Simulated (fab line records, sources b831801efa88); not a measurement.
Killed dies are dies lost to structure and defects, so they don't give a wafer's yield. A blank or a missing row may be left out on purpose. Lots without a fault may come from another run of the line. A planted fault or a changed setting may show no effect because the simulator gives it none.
A struck lot beside a sound one | flow gf180mcu | 37 steps out of a route of 602
Sound: wafers L406.3, L406.4, L406.6. Struck: wafer L421.4. (L421.1, L421.5 of the same lot were not struck and are left out.) The cause comes at the end.
At each step with rows: each side's tool, then ch and its chambers, then its first start. Under that, the readings that differ: sound wafers | struck wafers | difference of the means | sigmas: that difference in standard deviations of wafers without a fault.
alike: readings whose means differ by less than 2 such deviations, and words and numbers that are the same on both sides. not compared: withheld readings, readings that some wafer has no value for, bounds like >300 that may hide the same value, and numbers for which the record gives no deviation and whose values overlap.
The two part at a step that has a row with sigmas, a row that says differs or no value, or rows on one side only. Numbers that don't overlap but have no deviation are shown without sigmas and don't part them. A reading that every wafer of one side lacks parts them only if that side has two wafers or more.

first, 2 steps without rows for these wafers: GF_M1_PEB_12 (peb time 90 s); GF_M1_DEVELOP_13 (develop time 60 s).
GF_M1_CD_MEAS_14: target cd 230 nm.
  sound on cd_sem-01, day 17 11:57; struck on cd_sem-02, day 23 06:37
  alike: cd_nm
GF_M1_OVL_MEAS_15:
  sound on overlay-01, day 17 12:02; struck on overlay-01, day 23 06:44
  alike: M1_OVL
GF_M1_METAL_ETCH_16: etches the open film in Cl2/BCl3, stops on SiO2, target depth 627.5 nm, time 104.6 s.
  sound on rie_metal-04 ch 0,1, day 17 12:06; struck on rie_metal-04 ch 0, day 23 06:47
  alike: drypump_motor_current_A, mfc_cl2_sccm, oes_product_au, throttle_valve_pct
  not compared: rf_hours_counter_h
then, 4 steps without rows for these wafers: GF_M1_STRIP_17 (strips in O2/N2); GF_M1_STRIP_18 (strips in post etch residue remover, time 1200 s); GF_M1_CLEAN_19 (cleans in DIW); GF_V1_CVD_00 (deposits SiO2, target thk 600 nm, time 100 s).
GF_V1_THK_MEAS_01:
  sound on film_metro-01, day 17 12:48; struck on film_metro-01, day 23 07:31
  alike: V1_CVD_00_THK
GF_V1_CVD_02: deposits SiO2 from TEOS, target thk 850 nm, time 94.851 s.
  sound on pecvd-02 ch 0,1,2, day 17 12:50; struck on pecvd-04 ch 0, day 23 07:35
  reading            | sound       | struck | difference | sigmas
  heater_power_w (W) | 743 693 698 | 526    | -185       | -2
GF_V1_THK_MEAS_03:
  sound on film_metro-04, day 17 12:56; struck on film_metro-04, day 23 07:39
  alike: V1_CVD_02_THK
GF_V1_CMP_04: polishes SiO2.
  sound on cmp-02 ch 0,2,3, day 17 13:04; struck on cmp-01 ch 0, day 23 07:43
  reading                             | sound             | struck | difference | sigmas
  motor_current_A (A)                 | 10.9 11.1 12.5    | 14.0   | +2.5       | +2
  time_to_endpoint_s (s)              | 75 79 83          | 19     | -60        | -14
  model.SiO2_of_V1_CVD_02.thk_nm (nm) | 632.8 631.1 631.7 | 789.5  | +157.6     |
GF_V1_BOW_MEAS_05:
  sound on film_metro-02, day 17 13:19; struck on film_metro-02, day 23 08:01
  alike: V1_BOW
then, 8 steps without rows for these wafers: GF_V1_DEHYDRATE_06 (time 60 s); GF_V1_HMDS_07 (prime time 60 s); GF_V1_COAT_08; GF_V1_COAT_09 (resist thk 982 nm); GF_V1_SOFTBAKE_10 (time 60 s); GF_V1_EXPOSE_11 (exposes mask Via1, target cd 260 nm); GF_V1_PEB_12 (peb time 90 s); GF_V1_DEVELOP_13 (develop time 60 s).
GF_V1_CD_MEAS_14: target cd 260 nm.
  sound on cd_sem-01, day 18 12:56; struck on cd_sem-01, day 24 06:01
  alike: cd_nm
GF_V1_OVL_MEAS_15:
  sound on overlay-02, day 18 13:02; struck on overlay-01, day 24 06:08
  alike: V1_OVL
GF_V1_ETCH_16: etches BARC in N2/H2.
  sound on rie_diel-04 ch 1,3, day 18 13:04; struck on rie_diel-03 ch 2, day 24 06:11
  alike: drypump_motor_current_A, oes_product_au, throttle_valve_pct
GF_V1_ETCH_17: etches SiO2 in C4F8/O2/Ar, stops on TiN, target depth 630 nm.
  sound on rie_diel-04 ch 1,3; struck on rie_diel-03 ch 2
  reading                        | sound             | struck | difference | sigmas
  oes_product_au (a.u.)          | 0.864 0.857 0.848 | 0.970  | +0.114     | +24
  model.etch.depth_nm (nm)       | 632.8 631.1 631.7 | 789.5  | +157.6     |
  model.V1.feature_depth_nm (nm) | 632.8 631.1 631.7 | 789.5  | +157.6     |
then, 3 steps without rows for these wafers: GF_V1_STRIP_18 (strips in O2/N2); GF_V1_STRIP_19 (strips in post etch residue remover, time 1200 s); GF_V1_CLEAN_20 (cleans in DIW).
GF_V1_SPUTTER_21: material Ti, target thk 15 nm, time 80.02 s.
  sound on pvd_sputter-03, day 18 13:45; struck on pvd_sputter-04, day 24 06:51
  alike: throttle_valve_pct
then, 1 step without rows for these wafers: GF_V1_SPUTTER_22 (material TiN, target thk 10 nm, time 40 s).
GF_V1_CVD_23: deposits W, target thk 350 nm, time 105.05 s.
  sound on cvd_w-01 ch 0,1, day 18 13:53; struck on cvd_w-01 ch 1, day 24 06:57
  alike: heater_power_w
GF_V1_RS_MEAS_24: measures by four-point-probe.
  sound on film_metro-04, day 18 14:00; struck on film_metro-02, day 24 07:04
  alike: V1_W_RS
GF_V1_THK_MEAS_25: measures by xrf.
  sound on film_metro-04, day 18 14:06; struck on film_metro-02, day 24 07:11
  reading       | sound       | struck | difference | sigmas
  V1_W_THK (nm) | 358 358 358 | 346    | -12        | -3
GF_V1_CMP_26: polishes, stops on SiO2, t overpolish 15 s, target thk 0 nm.
  sound on cmp-02 ch 0,2,3, day 18 14:11; struck on cmp-02 ch 1, day 24 07:17
  reading                             | sound           | struck | difference | sigmas
  model.SiO2_of_V1_CVD_02.thk_nm (nm) | 629 627.3 627.9 | 785.7  | +157.6     |
  alike: motor_current_A
then, 1 step without rows for these wafers: GF_M2_SPUTTER_00 (material Ti, target thk 37.5 nm, time 150 s).
-- the record jumps here: 9 days lie between the struck wafers' starts before and after (it left off in module M2 and takes up again in module PASSIVATION, whose first step shown is number 602 of the route) --
GF_PASSIVATION_PROBE_99:
  sound on prober-01, day 29 08:31; struck on prober-01, day 33 15:52
  reading                               | sound                | struck | difference | sigmas
  model.etest.via1_chain.rc_ohm         | 6.55 6.674 6.485     | 7.263  | +0.693     |
  model.etest.met2_comb.leak_log10_a_um | -12.05 -12.02 -11.94 | -10.78 | +1.22      |
  not compared: model.etest.met1.width_nm, model.etest.met1.line_ohm_um

WHERE THEY PART
First at GF_V1_CVD_02; last, within this record, at GF_V1_THK_MEAS_25. Later steps at which nothing parts them and some readings are alike: GF_V1_CMP_26.

WHY: what the simulator had put in
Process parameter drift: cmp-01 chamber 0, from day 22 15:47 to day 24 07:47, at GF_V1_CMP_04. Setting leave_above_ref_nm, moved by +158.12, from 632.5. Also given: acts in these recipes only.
